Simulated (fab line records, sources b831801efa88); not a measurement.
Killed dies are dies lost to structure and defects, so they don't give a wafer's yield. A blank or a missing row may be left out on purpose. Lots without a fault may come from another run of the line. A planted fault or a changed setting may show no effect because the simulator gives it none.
One fault seen from 2 desks | flow gf180mcu | each desk has only its own numbers; what lay behind them comes last

THE METROLOGY DESK
What the gauges read, lot by lot, whatever tool the lot ran on: means of the sampled wafers that have a number. A lot is out of limits, marked OUT, if its mean lies more than 4 standard deviations from the usual mean; the brackets give that distance.
Columns: A = VT_IMPLANT_03_OVL at GF_VT_IMPLANT_OVL_MEAS_40, usual 0.9 nm; B = DUAL_GATE_OXIDATION_00_THK at GF_DUAL_GATE_THK_MEAS_03, usual 10.94 nm; C = cd_nm at GF_HV_LDD_CD_MEAS_07, usual 399.7 nm; D = M2_ALCU_THK at GF_M2_THK_MEAS_06, usual 449 nm
lot  | first seen here | A    | B               | C     | D
L253 | day 7 21:34     | 0.4  | 11.13           | 399.2 | 447
L254 | day 8 05:59     | 2.7  | 11.07           | 402.9 | 453
L255 | day 8 14:51     | 0.4  | 10.98           | 395.8 | 454
L256 | day 8 20:19     | 1.5  | 10.89           | 401.3 | 452
L257 | day 9 02:38     | 2.7  | 10.82           | 401.3 | 444
L260 | day 10 14:13    | -1.3 | 10.90           | 398.1 | 447
L262 | day 11 01:47    | 0.5  | 16.29 (+31) OUT | 394.5 | 450
L263 | day 11 03:04    | 1.5  | 16.14 (+31) OUT | 399.0 | 454
L267 | day 12 00:10    | 2.8  | 16.18 (+31) OUT | 397.0 | 445
L270 | day 13 07:16    | 0.9  | 11.18           | 400.1 | 453
L271 | day 13 07:55    | -1.5 | 11.05           | 399.0 | 447
L272 | day 13 09:23    | -1.2 | 10.86           | 400.4 | 441
This desk's finding: out of limits on L262, L263, L267; first on L262, day 11 04:25 (DUAL_GATE_OXIDATION_00_THK at GF_DUAL_GATE_THK_MEAS_03). In limits: L253, L254, L255, L256, L257, L260, L270, L271, L272.

THE TOOL OWNER'S DESK: furnace-02
The tool's own readings at GF_DUAL_GATE_OXIDATION_02 (stabilise 600 s, purge 300 s, target thk 10.887 nm): means of the sampled wafers that have a number, for each lot that ran on this tool. A lot is out of limits, marked OUT, if its mean lies more than 4 standard deviations from the usual mean; the brackets give that distance. Of its 12 readings 7 are shown: the one that was out of limits first, and those that lie furthest out on some lot.
Columns: A = spike_tc_bottom_C at GF_DUAL_GATE_OXIDATION_02, usual 919.7 C; B = spike_tc_centre_C at GF_DUAL_GATE_OXIDATION_02, usual 900.5 C; C = spike_tc_lower_C at GF_DUAL_GATE_OXIDATION_02, usual 901.7 C; D = spike_tc_top_C at GF_DUAL_GATE_OXIDATION_02, usual 910.1 C; E = spike_tc_upper_C at GF_DUAL_GATE_OXIDATION_02, usual 900.2 C; F = tube_center_temp_C at GF_DUAL_GATE_OXIDATION_02, usual 900 C; G = tube_center_temp_C_max at GF_DUAL_GATE_OXIDATION_02, usual 902.3
lot  | first seen here | A               | B               | C               | D               | E               | F                     | G
L255 | day 8 16:01     | 922.2           | 898.7           | 904.1           | 911.7           | 899.2           | 900                   | 902.5
L262 | day 11 02:57    | 961.5 (+17) OUT | 937.1 (+23) OUT | 941.3 (+26) OUT | 949.6 (+28) OUT | 937.3 (+29) OUT | 939 (+99 or more) OUT | 940.6 (+98) OUT
L263 | day 11 04:23    | 960.9 (+17) OUT | 937.8 (+23) OUT | 941.7 (+27) OUT | 950.7 (+29) OUT | 936.9 (+28) OUT | 939 (+99 or more) OUT | 941.0 (+99 or more) OUT
L267 | day 12 04:05    | 961.2 (+17) OUT | 937.4 (+23) OUT | 941.6 (+27) OUT | 949.3 (+28) OUT | 938.3 (+29) OUT | 939 (+99 or more) OUT | 941.1 (+99 or more) OUT
This desk's finding: out of limits on L262, L263, L267; first on L262, day 11 02:57 (spike_tc_bottom_C at GF_DUAL_GATE_OXIDATION_02). In limits: L255.

PUT TOGETHER
The tool owner's desk could have raised an alarm at day 11 02:57, on L262, L263, L267.
The metrology desk could have raised an alarm at day 11 04:25, on L262, L263, L267.
Of the lots named, all ran GF_DUAL_GATE_OXIDATION_02 on furnace-02.

WHAT THE SIMULATOR HAD PUT IN
Process parameter drift: furnace-02, from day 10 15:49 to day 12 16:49, at GF_DUAL_GATE_OXIDATION_02. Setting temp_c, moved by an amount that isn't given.
Lots struck among those shown: L262, L263, L267.
Hours from the fault's start to each desk's first reading out of limits: the tool owner's desk, 11; the metrology desk, 13.
